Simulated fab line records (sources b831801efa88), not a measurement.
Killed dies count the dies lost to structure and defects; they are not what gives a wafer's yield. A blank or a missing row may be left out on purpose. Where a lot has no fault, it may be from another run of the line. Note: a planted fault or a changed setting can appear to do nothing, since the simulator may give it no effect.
The tool behind it: which one?    flow sky130    36 wafers from 12 lots sampled at 3 of the route's 708 steps

WHAT THE GAUGES READ, wafer by wafer
SKY_LDD_HVN_OVL_MEAS_07.
lot   measured      on          LDD_HVN_OVL (nm)
L735  day 20 08:42  overlay-02  0.5 0.7 -1.3
L736  day 21 03:18  overlay-01  -2.2 0.5 -1.7
L737  day 21 12:36  overlay-02  -0.1 -0.3 -0.1
L738  day 22 08:04  overlay-01  0.7 2.5 0.0
L740  day 22 08:26  overlay-02  1.6 -1.6 2.1
L742  day 23 23:48  overlay-02  -0.3 -0.1 1.2
L746  day 24 21:55  overlay-01  3.1 1.6 1.4
L747  day 25 05:21  overlay-01  -2.4 -1.9 -1.0
L748  day 25 14:31  overlay-01  0.7 0.9 0.7
L749  day 26 06:52  overlay-01  -0.6 -1.2 -2.5
L750  day 27 01:52  overlay-01  -1.4 -0.3 -0.3
L755  day 28 03:38  overlay-02  0.4 1.3 0.1

TOOL THAT RAN EACH LOT (tool first, then ch and the chambers of the sampled wafers, then the start)
lot   SKY_FIELD_ISO_ETCH_17            SKY_PWDE_IMPLANT_08
L735  rie_si-01 ch 0,1,3, day 2 10:02  implanter-02 ch 0, day 3 23:52
L736  rie_si-01 ch 1,2, day 2 15:43    implanter-02 ch 0, day 4 05:19
L737  rie_si-02 ch 0,1,2, day 2 20:22  implanter-04 ch 0, day 4 13:42
L738  rie_si-01 ch 0,1, day 3 01:37    implanter-03 ch 0, day 4 20:11
L740  rie_si-01 ch 0,1,3, day 3 11:28  implanter-03 ch 0, day 5 02:46
L742  rie_si-01 ch 0,1,2, day 4 00:55  implanter-02 ch 0, day 5 17:14
L746  rie_si-02 ch 2,3, day 4 21:35    implanter-04 ch 0, day 6 16:42
L747  rie_si-01 ch 0,2,3, day 5 01:31  implanter-04 ch 0, day 6 19:57
L748  rie_si-02 ch 1,2,3, day 5 06:01  implanter-04 ch 0, day 7 00:49
L749  rie_si-02 ch 0,1,2, day 5 12:04  implanter-04 ch 0, day 7 12:41
L750  rie_si-02 ch 0,2,3, day 5 18:58  implanter-03 ch 0, day 8 07:55
L755  rie_si-01 ch 0,2,3, day 6 23:11  implanter-02 ch 0, day 8 21:25
- SKY_FIELD_ISO_ETCH_17: etches Si in HBr/Cl2/O2, target depth 342 nm, time 97.7 s.
- SKY_PWDE_IMPLANT_08

AS READ BY THE TOOLS THEMSELVES (means over the sampled wafers that have a number; for cases with no such wafer, the mark the record gives instead)
SKY_FIELD_ISO_ETCH_17.
lot   tool       drypump_motor_current_A (A)  oes_product_au (a.u.)  rf_fwd_power_W (W)  throttle_valve_pct (%)
L735  rie_si-01  6.0                          0.999                  596.3               25.656
L736  rie_si-01  5.8                          1.009                  599.2               25.653
L737  rie_si-02  5.7                          0.993                  596.6               25.655
L738  rie_si-01  6.1                          0.998                  597.4               25.657
L740  rie_si-01  5.9                          1.004                  596.1               25.660
L742  rie_si-01  6.0                          1.004                  596.1               25.648
L746  rie_si-02  5.3                          0.996                  593.8               25.659
L747  rie_si-01  5.8                          1.002                  595.7               25.665
L748  rie_si-02  5.4                          0.996                  595.0               25.650
L749  rie_si-02  5.7                          0.987                  597.1               25.672
L750  rie_si-02  5.7                          0.995                  596.4               25.654
L755  rie_si-01  5.8                          1.003                  596.1               25.652

SKY_PWDE_IMPLANT_08.
lot   tool          beam_energy_keV  dose_ions_cm2  faraday_current_uA
L735  implanter-02  149.99           3.597e+12      20.3
L736  implanter-02  149.96           3.601e+12      20.3
L737  implanter-04  149.99           3.597e+12      20.7
L738  implanter-03  149.97           3.601e+12      20.4
L740  implanter-03  150.02           3.602e+12      20.4
L742  implanter-02  150.02           3.600e+12      19.9
L746  implanter-04  150.01           3.604e+12      20.2
L747  implanter-04  149.98           3.596e+12      20.1
L748  implanter-04  147.33           3.597e+12      20.5
L749  implanter-04  147.33           3.599e+12      20.2
L750  implanter-03  150.01           3.599e+12      20.4
L755  implanter-02  149.97           3.606e+12      20.0

THE ANSWER, worked out from the rows above alone
Rule: the usual values come from the lots themselves. The widest of any qualifying gaps counts: lots, ordered by their means at a reading, are off when they make up no more than a third of the lots, leave a main group of 4 or more, and stand apart from it by 3 or more times the standard deviation of that group's means. A main group is skipped when, at the precision printed for the reading in the tables above, its means are all equal. Also off: a lot with no number at a reading for which 4 or more lots have one. The other lots that the step has rows for count as sound. After the gauges, taken in route order, come the tools' own readings; for these a lot's mean is taken, as printed above. The first step at which some lot is off is used, and at that step the reading that is off furthest; a lot without a number counts as furthest.
Off: L748, L749 (SKY_PWDE_IMPLANT_08, beam_energy_keV). Main group: mean 149.99, sd 0.021.
If a tool, at that step or one of the process steps before it, ran each lot that is off and ran no sound lot following the first of them, it fits. One fits: SKY_PWDE_IMPLANT_08 on implanter-04. Its last sound lot is L747 (day 6 19:57), its first lot that is off L748 (day 7 00:49): a fault that began between those two fits.
The tool's own readings at SKY_PWDE_IMPLANT_08 bear it out: on the lots that are off they differ by more than 5 times the standard deviation of the sound lots' means. beam_energy_keV reads 147.33 there against 149.99 on the sound lots.

WHAT THE SIMULATOR HAD PUT IN
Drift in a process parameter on implanter-04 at SKY_PWDE_IMPLANT_08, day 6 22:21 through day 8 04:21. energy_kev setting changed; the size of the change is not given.
Shown lots that were struck: L748, L749. Same finding as the rule above.
